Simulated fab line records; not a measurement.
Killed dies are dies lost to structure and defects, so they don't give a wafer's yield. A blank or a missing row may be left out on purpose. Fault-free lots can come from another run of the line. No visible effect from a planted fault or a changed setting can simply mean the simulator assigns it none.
Matching of chambers || flow sky130 || 4 sister chambers for SKY_SONOS_ONO_ETCH_15 on rie_diel-03
The step etches the open film in CHF3/O2, target depth 19.52 nm, time 7.8 s. 18 wafers are shown with their chamber, then 9 later ones without.

== WAFERS, EACH WITH ITS CHAMBER ==
{"wafer": "L082.1", "chamber": 3, "drypump_motor_current_A (A)": 6.0, "oes_product_au (a.u.)": 1.000, "throttle_valve_pct (%)": 8.843}
{"wafer": "L082.2", "chamber": 2, "drypump_motor_current_A (A)": 6.2, "oes_product_au (a.u.)": 0.993, "throttle_valve_pct (%)": 8.818}
{"wafer": "L082.5", "chamber": 2, "drypump_motor_current_A (A)": 6.2, "oes_product_au (a.u.)": 0.993, "throttle_valve_pct (%)": 8.828}
{"wafer": "L084.1", "chamber": 1, "drypump_motor_current_A (A)": 6.3, "oes_product_au (a.u.)": 0.999, "throttle_valve_pct (%)": 8.828}
{"wafer": "L084.2", "chamber": 2, "drypump_motor_current_A (A)": 6.2, "oes_product_au (a.u.)": 0.981, "throttle_valve_pct (%)": 8.817}
{"wafer": "L084.5", "chamber": 0, "drypump_motor_current_A (A)": 6.2, "oes_product_au (a.u.)": 0.986, "throttle_valve_pct (%)": 8.819}
{"wafer": "L086.2", "chamber": 1, "drypump_motor_current_A (A)": 6.3, "oes_product_au (a.u.)": 1.003, "throttle_valve_pct (%)": 8.806}
{"wafer": "L086.3", "chamber": 0, "drypump_motor_current_A (A)": 6.2, "oes_product_au (a.u.)": 0.983, "throttle_valve_pct (%)": 8.827}
{"wafer": "L086.5", "chamber": 3, "drypump_motor_current_A (A)": 6.0, "oes_product_au (a.u.)": 1.016, "throttle_valve_pct (%)": 8.832}
{"wafer": "L089.1", "chamber": 3, "drypump_motor_current_A (A)": 6.0, "oes_product_au (a.u.)": 1.008, "throttle_valve_pct (%)": 8.817}
{"wafer": "L089.2", "chamber": 0, "drypump_motor_current_A (A)": 6.3, "oes_product_au (a.u.)": 0.983, "throttle_valve_pct (%)": 8.823}
{"wafer": "L089.3", "chamber": 1, "drypump_motor_current_A (A)": 6.3, "oes_product_au (a.u.)": 0.999, "throttle_valve_pct (%)": 8.841}
{"wafer": "L089.4", "chamber": 2, "drypump_motor_current_A (A)": 6.2, "oes_product_au (a.u.)": 0.974, "throttle_valve_pct (%)": 8.834}
{"wafer": "L089.5", "chamber": 2, "drypump_motor_current_A (A)": 6.2, "oes_product_au (a.u.)": 0.983, "throttle_valve_pct (%)": 8.832}
{"wafer": "L089.6", "chamber": 3, "drypump_motor_current_A (A)": 6.0, "oes_product_au (a.u.)": 1.006, "throttle_valve_pct (%)": 8.829}
{"wafer": "L091.3", "chamber": 1, "drypump_motor_current_A (A)": 6.4, "oes_product_au (a.u.)": 0.987, "throttle_valve_pct (%)": 8.819}
{"wafer": "L091.4", "chamber": 0, "drypump_motor_current_A (A)": 6.2, "oes_product_au (a.u.)": 0.983, "throttle_valve_pct (%)": 8.786}
{"wafer": "L091.6", "chamber": 2, "drypump_motor_current_A (A)": 6.2, "oes_product_au (a.u.)": 0.994, "throttle_valve_pct (%)": 8.837}

SIGNATURES (means of the wafers above)
{"reading": "drypump_motor_current_A", "chamber 0": 6.225, "chamber 1": 6.325, "chamber 2": 6.200, "chamber 3": 6.000, "scatter within a chamber": 0.0327}
{"reading": "oes_product_au", "chamber 0": 0.98375, "chamber 1": 0.99700, "chamber 2": 0.98633, "chamber 3": 1.00750, "scatter within a chamber": 0.00666}
{"reading": "throttle_valve_pct", "chamber 0": 8.81375, "chamber 1": 8.82350, "chamber 2": 8.82767, "chamber 3": 8.83025, "scatter within a chamber": 0.0131}
Rule: for each reading, subtract the chamber's mean from the wafer's reading, divide by that reading's scatter and square the result; add these up over the readings and take the root, which gives the wafer's distance from the chamber. The wafer belongs to the nearest chamber; if the next one is less than 2 further off, it can't be placed. The scatter: the root of (the sum of the squares of (reading less its chamber's mean) over the shown wafers, divided by (wafers less chambers)).

== WAFERS MISSING THEIR CHAMBER ==
{"wafer": "L094.2", "drypump_motor_current_A (A)": 6.2, "oes_product_au (a.u.)": 0.984, "throttle_valve_pct (%)": 8.829}
{"wafer": "L094.3", "drypump_motor_current_A (A)": 6.0, "oes_product_au (a.u.)": 1.017, "throttle_valve_pct (%)": 8.828}
{"wafer": "L094.4", "drypump_motor_current_A (A)": 6.3, "oes_product_au (a.u.)": 1.003, "throttle_valve_pct (%)": 8.816}
{"wafer": "L096.1", "drypump_motor_current_A (A)": 6.3, "oes_product_au (a.u.)": 0.999, "throttle_valve_pct (%)": 8.830}
{"wafer": "L096.2", "drypump_motor_current_A (A)": 6.3, "oes_product_au (a.u.)": 0.976, "throttle_valve_pct (%)": 8.817}
{"wafer": "L096.3", "drypump_motor_current_A (A)": 6.2, "oes_product_au (a.u.)": 1.000, "throttle_valve_pct (%)": 8.816}
{"wafer": "L096.4", "drypump_motor_current_A (A)": 5.9, "oes_product_au (a.u.)": 1.012, "throttle_valve_pct (%)": 8.841}
{"wafer": "L096.5", "drypump_motor_current_A (A)": 6.2, "oes_product_au (a.u.)": 0.991, "throttle_valve_pct (%)": 8.805}
{"wafer": "L096.6", "drypump_motor_current_A (A)": 6.3, "oes_product_au (a.u.)": 0.993, "throttle_valve_pct (%)": 8.828}

== CHAMBER TAKEN BY EACH ==
{"wafer": "L094.2", "from the rows above": "can't be placed: 2 or 0", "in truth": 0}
{"wafer": "L094.3", "from the rows above": 3, "in truth": 3}
{"wafer": "L094.4", "from the rows above": 1, "in truth": 1}
{"wafer": "L096.1", "from the rows above": 1, "in truth": 1}
{"wafer": "L096.2", "from the rows above": "can't be placed: 0 or 1 or 2", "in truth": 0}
{"wafer": "L096.3", "from the rows above": "can't be placed: 2 or 0 or 1", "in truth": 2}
{"wafer": "L096.4", "from the rows above": 3, "in truth": 3}
{"wafer": "L096.5", "from the rows above": "can't be placed: 0 or 2", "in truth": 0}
{"wafer": "L096.6", "from the rows above": "can't be placed: 1 or 0", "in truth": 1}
Correctly placed: 4 of 9. Can't be placed from these rows: 5 (the true chamber is among the candidates in 5). 0 placed wrongly.
